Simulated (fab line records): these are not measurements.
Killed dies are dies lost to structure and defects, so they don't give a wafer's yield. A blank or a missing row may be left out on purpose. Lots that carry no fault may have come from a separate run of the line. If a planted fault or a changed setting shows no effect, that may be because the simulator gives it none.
Matching of chambers + flow sky130 + cmp-02 running SKY_LI_CONTACT_CMP_24: 4 sister chambers
The step polishes, stops on PSG, t overpolish 20 s, target thk 0 nm. 4 wafers are shown with their chamber, then 7 later ones without.

EACH WAFER AND ITS CHAMBER
| wafer  | chamber | motor current A (A) |
|--------|---------|---------------------|
| L502.4 | 2       | 10.7                |
| L502.6 | 3       | 11.8                |
| L512.1 | 1       | 12.4                |
| L512.3 | 0       | 9.9                 |

WAFERS WITH NO CHAMBER GIVEN
| wafer  | motor current A (A) |
|--------|---------------------|
| L512.5 | 10.0                |
| L516.3 | 10.5                |
| L516.4 | 12.1                |
| L516.6 | 11.4                |
| L517.2 | 10.3                |
| L517.3 | 12.0                |
| L517.5 | 10.2                |

WHICH CHAMBER EACH ONE RAN IN
| wafer  | from the rows above     | in truth |
|--------|-------------------------|----------|
| L512.5 | 0                       | 0        |
| L516.3 | can't be placed: 2 or 0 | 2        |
| L516.4 | can't be placed: 3 or 1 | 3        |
| L516.6 | can't be placed: 3 or 2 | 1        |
| L517.2 | can't be placed: 2 or 0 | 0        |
| L517.3 | can't be placed: 3 or 1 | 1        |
| L517.5 | can't be placed: 0 or 2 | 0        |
Placed correctly: 1 of 7. From these rows, 6 cannot be placed; in 5 the true chamber is one of the candidates. Wrongly placed: 0.
How it was worked out, from the rows above alone: a wafer's distance from a chamber is the root of the sum, over the readings, of the square of ((its reading less the chamber's mean) divided by the reading's scatter). If the next closest chamber is less than 2 further off than the closest, the wafer can't be placed; otherwise it belongs to the closest. Each chamber's mean is taken over the wafers shown for it. The scatter (one wafer shown for each chamber): square how far every hidden wafer sits from the nearest shown wafer, average those squares and take the square root.
